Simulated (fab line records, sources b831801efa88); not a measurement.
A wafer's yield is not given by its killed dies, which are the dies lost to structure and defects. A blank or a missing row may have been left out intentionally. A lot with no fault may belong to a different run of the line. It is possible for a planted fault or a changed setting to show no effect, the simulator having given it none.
fab line records	flow sky130
[record] lots = 13	wafers = 39	last-day = 50
route steps=708 shown LDD_N@254 LDD_P@262 LDD_HVP@282 PAD_OPEN@708
lots untouched by any fault: they come from a run of this same line in which no faults occurred
start-h: the number of hours between the record's first day and the start of the first shown wafer of the lot	wait-h: hours elapsed since this lot's preceding step	" unchanged from the row above	L1.1+2: several wafers, shown together as one row	- either no value or no given start	* or withheld: withheld	< > ~ a bound
route shown NAME@n: a module of which the file shows steps, and the number in the route of the first	usual: the fault-free wafers' mean and standard deviation	same: alike in all rows	chamber/n: place in a boat	sites: each site's reading	_std_site: standard deviation across them	_edge_site: outer sites' mean less inner sites'	radius-mm: how far each site lies from the wafer's centre	mask NAME#n: copy n	behind: the tool/chamber that last shaped the wafer	hold: why the lot was held/for how many hours/how that ended	device: the n, p or np transistor that did not switch	end of line: at the end of the route, the tests of the same wafers	where a step has no rows: the recipe by itself	killed: the dies lost at the first sort to structure and to defects; this is not the yield of the wafer	map: a wafer's dies, marking killed ones x, the rest . and places with no die _
set.NAME: the setting that was run; set.NAME@STEP: the one run at that earlier step	model.NAME: the simulator's own value behind a step, which no gauge read
a sample of lots followed through the steps of the route, with each step as a table and each wafer as a row
services: from which hour (start-h, from the record's first day; less than 0 if before it) a tool's chamber was out of use, for how many hours, and why
[[steps]]
[step SKY_LDD_N_TW_MEAS_17]
[usual] LDD_N_TW = 2604/15
lot.wafer	tool	chamber	start-h	wait-h	LDD_N_TW
L190.1	film-metro-01	-	426.05	0.1	2593
L190.5	"	-	"	"	2601
L190.6	"	-	"	"	2597
L189.2	film-metro-01	-	429.01	0.1	2593
L189.3	"	-	"	"	2591
L189.4	"	-	"	"	2590
L192.3	film-metro-01	-	429.20	0.1	2590
L192.5	"	-	"	"	2590
L192.6	"	-	"	"	2582
L193.1	film-metro-01	-	439.18	0.1	2624
L193.2	"	-	"	"	2614
L193.3	"	-	"	"	2618
L194.1	film-metro-01	-	450.56	0.1	2614
L194.3	"	-	"	"	2612
L194.6	"	-	"	"	2609
L195.3	film-metro-01	-	457.45	0.1	2624
L195.4	"	-	"	"	2627
L195.6	"	-	"	"	2608
L196.1	film-metro-03	-	468.40	0.1	2620
L196.3	"	-	"	"	2625
L196.6	"	-	"	"	2612
L197.1	film-metro-01	-	481.10	0.1	2641
L197.4	"	-	"	"	2636
L197.5	"	-	"	"	2622
L198.4	film-metro-03	-	486.48	0.1	2596
L198.5	"	-	"	"	2606
L198.6	"	-	"	"	2590
L200.2	film-metro-03	-	499.37	0.1	2608
L200.4	"	-	"	"	2617
L200.6	"	-	"	"	2605
L201.2	film-metro-03	-	512.11	0.1	2612
L201.3	"	-	"	"	2618
L201.6	"	-	"	"	2585
L202.2	film-metro-03	-	526.16	0.1	2607
L202.3	"	-	"	"	2606
L202.5	"	-	"	"	2596
L207.2	film-metro-01	-	595.06	0.1	2614
L207.3	"	-	"	"	2607
L207.5	"	-	"	"	2598
[step SKY_LDD_P_CD_MEAS_07]
[recipe] target-cd-nm = 380
[usual] cd-nm = 379.5/2.8
lot.wafer	tool	chamber	start-h	wait-h	cd-nm
L190.1	cd-sem-01	-	457.31	0.1	373.8
L190.5	"	-	"	"	376.4
L190.6	"	-	"	"	376.4
L189.2	cd-sem-02	-	459.65	0.1	376.5
L189.3	"	-	"	"	378.6
L189.4	"	-	"	"	377.2
L192.3	cd-sem-02	-	459.91	0.1	381.9
L192.5	"	-	"	"	381.0
L192.6	"	-	"	"	379.9
L193.1	cd-sem-02	-	470.07	0.1	381.4
L193.2	"	-	"	"	378.8
L193.3	"	-	"	"	379.6
L194.1	cd-sem-01	-	481.38	0.1	376.2
L194.3	"	-	"	"	376.7
L194.6	"	-	"	"	377.4
L195.3	cd-sem-02	-	488.21	0.1	381.7
L195.4	"	-	"	"	381.4
L195.6	"	-	"	"	385.2
L196.1	cd-sem-01	-	499.41	0.1	382.3
L196.3	"	-	"	"	381.6
L196.6	"	-	"	"	384.0
L197.1	cd-sem-02	-	512.08	0.2	378.0
L197.4	"	-	"	"	377.4
L197.5	"	-	"	"	378.3
L198.4	cd-sem-02	-	518.22	0.1	377.9
L198.5	"	-	"	"	377.9
L198.6	"	-	"	"	374.9
L200.2	cd-sem-01	-	530.03	0.1	380.7
L200.4	"	-	"	"	378.5
L200.6	"	-	"	"	379.9
L201.2	cd-sem-02	-	542.13	0.1	377.8
L201.3	"	-	"	"	380.2
L201.6	"	-	"	"	378.5
L202.2	cd-sem-02	-	555.50	0.1	386.6
L202.3	"	-	"	"	385.3
L202.5	"	-	"	"	385.7
L207.2	cd-sem-02	-	623.80	0.1	381.4
L207.3	"	-	"	"	381.7
L207.5	"	-	"	"	380.7
[step SKY_LDD_P_OVL_MEAS_08]
[usual] LDD_P_OVL = 1.1/1.4
lot.wafer	tool	chamber	start-h	wait-h	LDD_P_OVL[nm]
L190.1	overlay-02	-	457.43	0.1	0.7
L190.5	"	-	"	"	1.4
L190.6	"	-	"	"	1.9
L189.2	overlay-01	-	459.75	0.1	2.9
L189.3	"	-	"	"	-0.5
L189.4	"	-	"	"	2.5
L192.3	overlay-02	-	460.00	0.1	-0.6
L192.5	"	-	"	"	0.8
L192.6	"	-	"	"	0.3
L193.1	overlay-02	-	470.19	0.1	-0.7
L193.2	"	-	"	"	0.0
L193.3	"	-	"	"	1.5
L194.1	overlay-01	-	481.50	0.1	1.2
L194.3	"	-	"	"	1.1
L194.6	"	-	"	"	0.6
L195.3	overlay-01	-	488.30	0.1	0.3
L195.4	"	-	"	"	-1.2
L195.6	"	-	"	"	1.2
L196.1	overlay-01	-	499.53	0.1	1.0
L196.3	"	-	"	"	4.4
L196.6	"	-	"	"	1.8
L197.1	overlay-02	-	512.20	0.1	-0.6
L197.4	"	-	"	"	-1.8
L197.5	"	-	"	"	0.2
L198.4	overlay-01	-	518.30	0.1	1.5
L198.5	"	-	"	"	1.1
L198.6	"	-	"	"	4.5
L200.2	overlay-01	-	530.14	0.1	-1.0
L200.4	"	-	"	"	1.5
L200.6	"	-	"	"	1.5
L201.2	overlay-02	-	542.24	0.1	4.2
L201.3	"	-	"	"	0.2
L201.6	"	-	"	"	1.5
L202.2	overlay-02	-	555.60	0.1	3.0
L202.3	"	-	"	"	2.7
L202.5	"	-	"	"	3.3
L207.2	overlay-02	-	623.90	0.1	4.8
L207.3	"	-	"	"	1.9
L207.5	"	-	"	"	3.9
[step SKY_LDD_HVP_EXPOSE_04]
[recipe] mask-id = HVPTM	na = 0.6	source-shape = conventional	sigma-outer = 0.6	polarization = unpolarized	target-cd-nm = 700	dose-mj = 86
[same] sigma-outer = 0.6
lot.wafer	tool	chamber	start-h	wait-h	mask
L190.1+5+6	iline-stepper-01	0	503.74	-	HVPTM#0
L189.2+3+4	iline-stepper-02	0	505.66	-	HVPTM#0
L192.3+5+6	iline-stepper-01	0	506.36	-	HVPTM#0
L193.1+2+3	iline-stepper-02	0	518.15	-	HVPTM#0
L194.1+3+6	iline-stepper-02	0	528.21	-	HVPTM#0
L195.3+4+6	iline-stepper-01	0	534.64	-	HVPTM#0
L196.1+3+6	iline-stepper-01	0	545.01	-	HVPTM#0
L197.1+4+5	iline-stepper-02	0	558.21	-	HVPTM#0
L198.4+5+6	iline-stepper-02	0	563.64	-	HVPTM#0
L200.2+4+6	iline-stepper-01	0	574.91	-	HVPTM#0
L201.2+3+6	iline-stepper-02	0	588.67	-	HVPTM#0
L202.2+3+5	iline-stepper-01	0	601.45	-	HVPTM#0
L207.2+3+5	iline-stepper-01	0	667.63	-	HVPTM_R1#0
[step SKY_PAD_OPEN_PROBE_99]
[usual] killed_at_M0_to_M3 = 44/6.9	killed_at_M4_up = 3.3/2	killed-at-contacts = 25/5.4	killed-at-front-end = 16/4.6	killed-at-other = 0.2/0.51	killed-dies = 88/8.9	killed-open = 48/6.8	killed-short = 39/5.8
[same] gross-dies = 492	killed-at-back-side = 0
lot.wafer	tool	chamber	start-h	wait-h	killed_at_M0_to_M3	killed_at_M4_up	killed-at-contacts	killed-at-front-end	killed-at-other	killed-dies	killed-open	killed-short
L190.1	prober-01	-	1094.46	0.1	35	1	30	14	0	80	45	35
L190.5	prober-01	-	1094.66	0.2	41	0	22	12	0	75	40	35
L190.6	prober-01	-	1094.71	0.2	39	3	28	17	0	87	50	37
L189.2	prober-02	-	1094.76	0.1	39	4	19	19	0	81	44	36
L189.3	prober-02	-	1094.81	0.2	39	4	24	10	0	77	46	31
L189.4	prober-02	-	1094.86	0.2	40	6	28	23	0	97	62	35
L192.3	prober-01	-	1096.06	0.2	34	3	27	18	0	82	37	45
L192.5	prober-01	-	1096.16	0.2	36	7	25	11	0	79	37	41
L192.6	prober-01	-	1096.21	0.2	46	3	25	21	0	95	50	45
L193.1	prober-02	-	1100.13	0.1	38	5	33	9	0	85	40	45
L193.2	prober-02	-	1100.18	0.1	33	1	37	17	1	89	56	33
L193.3	prober-02	-	1100.23	0.2	48	3	32	15	0	98	60	38
L194.1	prober-01	-	1113.57	0.1	43	4	23	25	1	96	62	33
L194.3	prober-01	-	1113.67	0.2	53	1	22	14	1	91	45	45
L194.6	prober-01	-	1113.82	0.2	42	5	20	21	0	88	54	34
L195.3	prober-02	-	1114.79	0.2	62	3	19	12	0	96	59	36
L195.4	prober-02	-	1114.84	0.2	53	6	30	15	1	105	56	48
L195.6	prober-02	-	1114.94	0.2	40	2	29	17	0	88	48	40
L196.1	prober-01	-	1122.17	0.1	44	1	30	23	0	98	55	42
L196.3	prober-01	-	1122.27	0.2	34	3	21	10	0	68	33	33
L196.6	prober-01	-	1122.42	0.2	34	3	24	20	0	81	40	41
L197.1	prober-02	-	1132.42	0.1	47	1	15	14	0	77	41	36
L197.4	prober-02	-	1132.57	0.2	47	2	37	14	0	100	62	38
L197.5	prober-02	-	1132.62	0.2	48	2	29	12	0	91	53	38
L198.4	prober-01	-	1135.76	0.2	36	2	26	23	0	87	47	40
L198.5	prober-01	-	1135.81	0.2	53	4	25	16	0	98	60	38
L198.6	prober-01	-	1135.86	0.2	63	6	18	16	1	104	50	53
L200.2	prober-01	-	1138.91	0.1	37	2	26	17	2	84	47	36
L200.4	prober-01	-	1139.01	0.2	44	3	21	17	0	85	44	40
L200.6	prober-01	-	1139.11	0.2	37	0	20	22	0	79	45	32
L201.2	prober-02	-	1146.26	0.1	41	5	27	18	0	91	52	38
L201.3	prober-02	-	1146.31	0.2	45	2	33	10	0	90	52	38
L201.6	prober-02	-	1146.46	0.2	37	4	25	14	0	80	44	36
L202.2	prober-01	-	1153.68	0.1	29	3	20	21	0	73	44	29
L202.3	prober-01	-	1153.73	0.2	51	2	23	10	0	86	56	30
L202.5	prober-01	-	1153.83	0.2	49	7	23	12	0	91	49	39
L207.2	prober-02	-	1199.83	0.1	36	2	24	32	0	94	55	39
L207.3	prober-02	-	1199.88	0.2	31	4	25	22	0	82	45	35
L207.5	prober-02	-	1199.98	0.2	37	3	21	18	1	80	46	33
// killed by level:class
L190.1 CONTACT:geometric-particle:open=14 CONTACT:geometric-particle:short=7 METAL1:geometric-particle:short=7 VIA2:geometric-particle:open=7 LI_CONTACT:geometric-particle:open=6 METAL2:geometric-particle:short=5 POLY_GATE:geometric-particle:open=4 FIELD_ISO:geometric-particle:short=3
L190.5 CONTACT:geometric-particle:open=10 VIA1:geometric-particle:open=9 METAL2:geometric-particle:short=7 VIA2:geometric-particle:open=6 POLY_GATE:geometric-particle:short=4 CONTACT:geometric-particle:short=4 METAL1:geometric-particle:short=4 VIA1:geometric-particle:short=4
L190.6 CONTACT:geometric-particle:open=10 LI_CONTACT:geometric-particle:open=9 VIA1:geometric-particle:open=8 VIA2:geometric-particle:open=6 VIA3:geometric-particle:open=5 POLY_GATE:geometric-particle:short=4 METAL2:geometric-particle:short=4 VIA2:geometric-particle:short=4
L189.2 VIA1:geometric-particle:open=15 LI_CONTACT:geometric-particle:open=8 POLY_GATE:geometric-particle:short=6 SPACER:geometric-particle:open=5 VIA3:geometric-particle:open=5 CONTACT:geometric-particle:short=4 METAL2:geometric-particle:short=4 FIELD_ISO:geometric-particle:short=3
L189.3 VIA1:geometric-particle:open=10 LI_CONTACT:geometric-particle:open=8 CONTACT:geometric-particle:open=7 VIA2:geometric-particle:open=4 VIA1:geometric-particle:short=4 METAL2:geometric-particle:short=4 VIA3:geometric-particle:open=4 POLY_GATE:geometric-particle:open=3
L189.4 LI_CONTACT:geometric-particle:open=11 VIA1:geometric-particle:open=10 CONTACT:geometric-particle:open=8 FIELD_ISO:geometric-particle:open=7 FIELD_ISO:geometric-particle:short=7 VIA3:geometric-particle:open=7 VIA2:geometric-particle:open=6 VIA1:geometric-particle:short=5
L192.3 CONTACT:geometric-particle:short=9 CONTACT:geometric-particle:open=6 POLY_GATE:geometric-particle:short=5 POLY_GATE:geometric-particle:open=5 LOCAL_INTERCONNECT:geometric-particle:short=5 VIA1:geometric-particle:open=5 LI_CONTACT:geometric-particle:open=4 VIA1:geometric-particle:short=4
L192.5 LOCAL_INTERCONNECT:geometric-particle:short=8 CONTACT:geometric-particle:open=7 VIA1:geometric-particle:open=7 VIA2:geometric-particle:short=6 LI_CONTACT:geometric-particle:open=5 VIA2:geometric-particle:open=5 METAL2:geometric-particle:short=5 VIA3:geometric-particle:short=5
L192.6 VIA1:geometric-particle:open=10 CONTACT:geometric-particle:open=9 LOCAL_INTERCONNECT:geometric-particle:short=7 METAL1:geometric-particle:short=7 POLY_GATE:geometric-particle:open=6 LI_CONTACT:geometric-particle:open=6 VIA2:geometric-particle:open=6 FIELD_ISO:geometric-particle:open=5
L193.1 LI_CONTACT:geometric-particle:open=13 METAL1:geometric-particle:short=9 CONTACT:geometric-particle:open=7 CONTACT:geometric-particle:short=6 METAL2:geometric-particle:short=5 VIA1:geometric-particle:open=5 LOCAL_INTERCONNECT:geometric-particle:open=4 VIA1:geometric-particle:short=4
L193.2 CONTACT:geometric-particle:open=12 LI_CONTACT:geometric-particle:open=12 VIA1:geometric-particle:open=10 LI_CONTACT:geometric-particle:short=6 VIA1:geometric-particle:short=5 VIA3:geometric-particle:open=5 FIELD_ISO:geometric-particle:open=4 VIA2:geometric-particle:open=4
L193.3 CONTACT:geometric-particle:open=12 LI_CONTACT:geometric-particle:open=11 METAL1:geometric-particle:short=11 VIA1:geometric-particle:open=10 POLY_GATE:geometric-particle:short=5 POLY_GATE:geometric-particle:open=5 VIA3:geometric-particle:short=5 VIA3:geometric-particle:open=5
L194.1 CONTACT:geometric-particle:open=13 VIA3:geometric-particle:open=12 POLY_GATE:geometric-particle:short=8 VIA1:geometric-particle:open=8 VIA2:geometric-particle:open=7 LI_CONTACT:geometric-particle:open=5 METAL1:geometric-particle:short=5 FIELD_ISO:geometric-particle:open=4
L194.3 VIA2:geometric-particle:open=8 VIA3:geometric-particle:open=8 CONTACT:geometric-particle:open=7 VIA1:geometric-particle:open=7 METAL2:geometric-particle:short=7 LI_CONTACT:geometric-particle:short=6 METAL1:geometric-particle:short=6 LOCAL_INTERCONNECT:geometric-particle:short=4
L194.6 VIA1:geometric-particle:open=13 CONTACT:geometric-particle:open=8 VIA2:geometric-particle:open=8 METAL1:geometric-particle:short=7 VIA3:geometric-particle:open=7 POLY_GATE:geometric-particle:open=5 FIELD_ISO:geometric-particle:open=4 LI_CONTACT:geometric-particle:open=4
L195.3 VIA1:geometric-particle:open=22 VIA2:geometric-particle:open=9 CONTACT:geometric-particle:open=8 METAL1:geometric-particle:short=6 VIA3:geometric-particle:short=5 VIA1:geometric-particle:short=4 VIA3:geometric-particle:open=4 FIELD_ISO:geometric-particle:open=3
L195.4 VIA1:geometric-particle:open=14 VIA2:geometric-particle:open=9 CONTACT:geometric-particle:open=8 CONTACT:geometric-particle:short=7 LOCAL_INTERCONNECT:geometric-particle:short=7 METAL1:geometric-particle:short=7 FIELD_ISO:geometric-particle:open=6 METAL4:geometric-particle:short=6
L195.6 VIA1:geometric-particle:open=11 LI_CONTACT:geometric-particle:open=7 CONTACT:geometric-particle:open=7 CONTACT:geometric-particle:short=6 VIA1:geometric-particle:short=6 FIELD_ISO:geometric-particle:short=5 FIELD_ISO:geometric-particle:open=5 METAL1:geometric-particle:short=5
L196.1 LI_CONTACT:geometric-particle:open=10 CONTACT:geometric-particle:open=9 VIA1:geometric-particle:open=9 METAL1:geometric-particle:short=8 FIELD_ISO:geometric-particle:open=5 VIA3:geometric-particle:short=5 FIELD_ISO:geometric-particle:short=4 METAL2:geometric-particle:short=4
L196.3 VIA2:geometric-particle:open=8 LOCAL_INTERCONNECT:geometric-particle:short=6 METAL2:geometric-particle:short=6 VIA1:geometric-particle:open=5 LI_CONTACT:geometric-particle:open=5 CONTACT:geometric-particle:open=5 POLY_GATE:geometric-particle:short=4 FIELD_ISO:geometric-particle:open=3
L196.6 CONTACT:geometric-particle:open=8 METAL1:geometric-particle:short=7 VIA3:geometric-particle:open=7 FIELD_ISO:geometric-particle:short=6 CONTACT:geometric-particle:short=6 VIA2:geometric-particle:open=5 LI_CONTACT:geometric-particle:open=4 VIA1:geometric-particle:short=4
L197.1 VIA1:geometric-particle:open=10 VIA2:geometric-particle:open=9 VIA3:geometric-particle:open=8 METAL1:geometric-particle:short=8 LOCAL_INTERCONNECT:geometric-particle:short=6 METAL2:geometric-particle:short=5 POLY_GATE:geometric-particle:open=4 SPACER:geometric-particle:short=3
L197.4 LI_CONTACT:geometric-particle:open=13 CONTACT:geometric-particle:open=12 VIA1:geometric-particle:open=12 VIA3:geometric-particle:open=8 CONTACT:geometric-particle:short=7 VIA2:geometric-particle:open=7 FIELD_ISO:geometric-particle:short=6 METAL2:geometric-particle:short=5
L197.5 CONTACT:geometric-particle:open=12 VIA1:geometric-particle:open=10 VIA2:geometric-particle:short=8 LI_CONTACT:geometric-particle:open=8 VIA3:geometric-particle:open=8 LOCAL_INTERCONNECT:geometric-particle:short=5 METAL1:geometric-particle:short=5 METAL2:geometric-particle:short=4
L198.4 LI_CONTACT:geometric-particle:open=12 FIELD_ISO:geometric-particle:open=10 CONTACT:geometric-particle:open=7 METAL1:geometric-particle:short=6 VIA3:geometric-particle:short=6 METAL2:geometric-particle:short=5 FIELD_ISO:geometric-particle:short=4 VIA1:geometric-particle:short=4
L198.5 VIA1:geometric-particle:open=14 LI_CONTACT:geometric-particle:open=11 VIA2:geometric-particle:open=10 CONTACT:geometric-particle:open=9 FIELD_ISO:geometric-particle:short=7 METAL2:geometric-particle:short=5 VIA1:geometric-particle:short=5 FIELD_ISO:geometric-particle:open=4
L198.6 VIA1:geometric-particle:open=13 VIA2:geometric-particle:open=12 VIA1:geometric-particle:short=8 METAL1:geometric-particle:short=7 METAL2:geometric-particle:short=6 POLY_GATE:geometric-particle:short=5 CONTACT:geometric-particle:open=5 VIA3:geometric-particle:short=5
L200.2 LI_CONTACT:geometric-particle:open=9 VIA1:geometric-particle:open=9 VIA3:geometric-particle:open=9 CONTACT:geometric-particle:open=7 CONTACT:geometric-particle:short=5 VIA1:geometric-particle:short=5 VIA2:geometric-particle:short=4 POLY_GATE:geometric-particle:open=4
L200.4 VIA3:geometric-particle:open=10 METAL2:geometric-particle:short=8 VIA2:geometric-particle:open=7 FIELD_ISO:geometric-particle:open=6 LI_CONTACT:geometric-particle:open=5 CONTACT:geometric-particle:open=5 VIA1:geometric-particle:open=5 SPACER:geometric-particle:short=4
L200.6 CONTACT:geometric-particle:open=10 VIA1:geometric-particle:open=9 VIA3:geometric-particle:short=6 CONTACT:geometric-particle:short=5 VIA2:geometric-particle:open=5 FIELD_ISO:geometric-particle:open=4 LI_CONTACT:geometric-particle:open=4 VIA3:geometric-particle:open=4
L201.2 LI_CONTACT:geometric-particle:open=9 VIA3:geometric-particle:open=7 VIA2:geometric-particle:open=7 VIA1:geometric-particle:open=7 POLY_GATE:geometric-particle:open=6 CONTACT:geometric-particle:open=6 VIA1:geometric-particle:short=5 FIELD_ISO:geometric-particle:short=4
L201.3 CONTACT:geometric-particle:open=12 VIA2:geometric-particle:open=9 VIA3:geometric-particle:open=8 CONTACT:geometric-particle:short=7 VIA3:geometric-particle:short=7 LI_CONTACT:geometric-particle:open=6 METAL1:geometric-particle:short=6 VIA1:geometric-particle:open=5
L201.6 CONTACT:geometric-particle:open=9 VIA1:geometric-particle:open=7 METAL1:geometric-particle:short=6 VIA2:geometric-particle:open=5 METAL2:geometric-particle:short=5 VIA3:geometric-particle:open=4 LI_CONTACT:geometric-particle:open=4 CONTACT:geometric-particle:short=4
L202.2 LI_CONTACT:geometric-particle:open=9 VIA1:geometric-particle:open=9 CONTACT:geometric-particle:open=9 POLY_GATE:geometric-particle:short=8 FIELD_ISO:geometric-particle:short=5 METAL1:geometric-particle:short=5 VIA2:geometric-particle:open=5 POLY_GATE:geometric-particle:open=4
L202.3 VIA1:geometric-particle:open=11 METAL1:geometric-particle:short=9 VIA2:geometric-particle:open=9 LI_CONTACT:geometric-particle:open=8 CONTACT:geometric-particle:open=8 VIA1:geometric-particle:short=7 FIELD_ISO:geometric-particle:open=4 CONTACT:geometric-particle:short=4
L202.5 VIA1:geometric-particle:open=16 LI_CONTACT:geometric-particle:open=8 POLY_GATE:geometric-particle:short=7 VIA3:geometric-particle:open=7 VIA2:geometric-particle:open=6 LOCAL_INTERCONNECT:geometric-particle:short=5 VIA1:geometric-particle:short=5 METAL3:geometric-particle:short=5
L207.2 FIELD_ISO:geometric-particle:open=10 VIA1:geometric-particle:open=9 LI_CONTACT:geometric-particle:open=8 FIELD_ISO:geometric-particle:short=7 VIA3:geometric-particle:open=7 POLY_GATE:geometric-particle:open=6 CONTACT:geometric-particle:open=6 POLY_GATE:geometric-particle:short=5
L207.3 VIA1:geometric-particle:open=9 CONTACT:geometric-particle:short=9 FIELD_ISO:geometric-particle:open=8 LI_CONTACT:geometric-particle:open=6 POLY_GATE:geometric-particle:short=5 CONTACT:geometric-particle:open=5 VIA2:geometric-particle:open=5 VIA1:geometric-particle:short=4
L207.5 VIA1:geometric-particle:open=10 LI_CONTACT:geometric-particle:open=8 VIA2:geometric-particle:open=8 VIA1:geometric-particle:short=7 CONTACT:geometric-particle:open=7 POLY_GATE:geometric-particle:short=5 VIA3:geometric-particle:open=5 FIELD_ISO:geometric-particle:open=4
[[services]]
tool	chamber	start-h	hours	kind
iline-stepper-02	0	483.12	-	calibration
iline-stepper-01	0	489.81	-	calibration
iline-stepper-02	-	539.43	8.4	repair
iline-stepper-01	-	561.48	3.4	repair
iline-stepper-01	-	568.33	1.7	pm
iline-stepper-02	-	661.69	14.0	repair
[[key]]
[first-sign] step = SKY_LDD_HVP_EXPOSE_04	reading = mask	direction = changed
effect none on later readings
met-at SKY_LDD_HVP_EXPOSE_04
struck-lots L207
tester-left-out L207
not-acting-at SKY_LDD_N_TW_MEAS_17,SKY_LDD_P_CD_MEAS_07,SKY_LDD_P_OVL_MEAS_08
onset-between 601.45 667.63
[fault] kind = wrong-mask	tool = any	chamber = -	onset-h = 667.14	steps = SKY_LDD_HVP_EXPOSE_04	aux-copy = HVPTM_R1#0	cd-offset-nm = 49	scope = struck-lots-only
// tester-left-out: of these lots the tester's yield and bins aren't shown, on N5 and GAA mostly nor the transistor test; their killed dies are dies lost to structure and defects alone, not to doping, threshold or leakage, so they don't give the yield
